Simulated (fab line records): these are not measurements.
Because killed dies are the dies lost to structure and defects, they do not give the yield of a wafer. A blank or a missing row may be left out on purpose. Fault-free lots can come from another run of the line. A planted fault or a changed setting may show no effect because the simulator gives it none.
Chamber matching	flow gf180mcu	GF_V5_CMP_26 on cmp-01 has 4 sister chambers
The step polishes, stops on SiO2, t overpolish 15 s, target thk 0 nm. 8 wafers are shown with their chamber, then 11 later ones without.

## WAFERS WITH THEIR CHAMBER
wafer	chamber	motor_current_A (A)	time_to_endpoint_s (s)
L080.5	1	9.7	82
L082.4	2	10.9	83
L084.1	2	11.6	81
L084.5	3	12.5	81
L085.2	3	12.8	82
L085.5	0	12.1	74
L085.6	1	9.5	78
L086.1	0	11.8	79

## WAFERS WITHOUT THEIR CHAMBER
wafer	motor_current_A (A)	time_to_endpoint_s (s)
L086.3	12.1	83
L086.6	12.1	83
L088.1	10.7	82
L088.2	12.3	78
L088.4	12.0	78
L089.1	10.3	79
L089.2	11.2	77
L089.3	12.6	80
L092.1	10.2	85
L092.3	12.4	82
L092.6	12.0	80

## THE CHAMBER EACH PASSED THROUGH
wafer	from the rows above	in truth
L086.3	can't be placed: 3 or 0 or 2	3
L086.6	can't be placed: 3 or 0 or 2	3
L088.1	can't be placed: 2 or 1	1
L088.2	can't be placed: 0 or 3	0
L088.4	can't be placed: 0 or 3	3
L089.1	can't be placed: 1 or 2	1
L089.2	can't be placed: 2 or 0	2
L089.3	can't be placed: 3 or 0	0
L092.1	can't be placed: 1 or 2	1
L092.3	can't be placed: 3 or 0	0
L092.6	can't be placed: 0 or 3 or 2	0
Placed correctly: 0 of 11. Unplaceable from these rows: 11, with the true chamber sitting among the candidates in 11. Number placed wrongly: 0.
How it was worked out, from the rows above alone: a wafer's distance from a chamber is the root of the sum, over the readings, of the square of ((its reading less the chamber's mean) divided by the reading's scatter). If the next closest chamber is less than 2 further off than the closest, the wafer can't be placed; otherwise it belongs to the closest. The mean given for a chamber averages the wafers shown for that chamber. How the scatter is found: for the shown wafers, subtract from each reading the mean of its chamber, square and add these, divide the total by (wafers less chambers), then take the root.
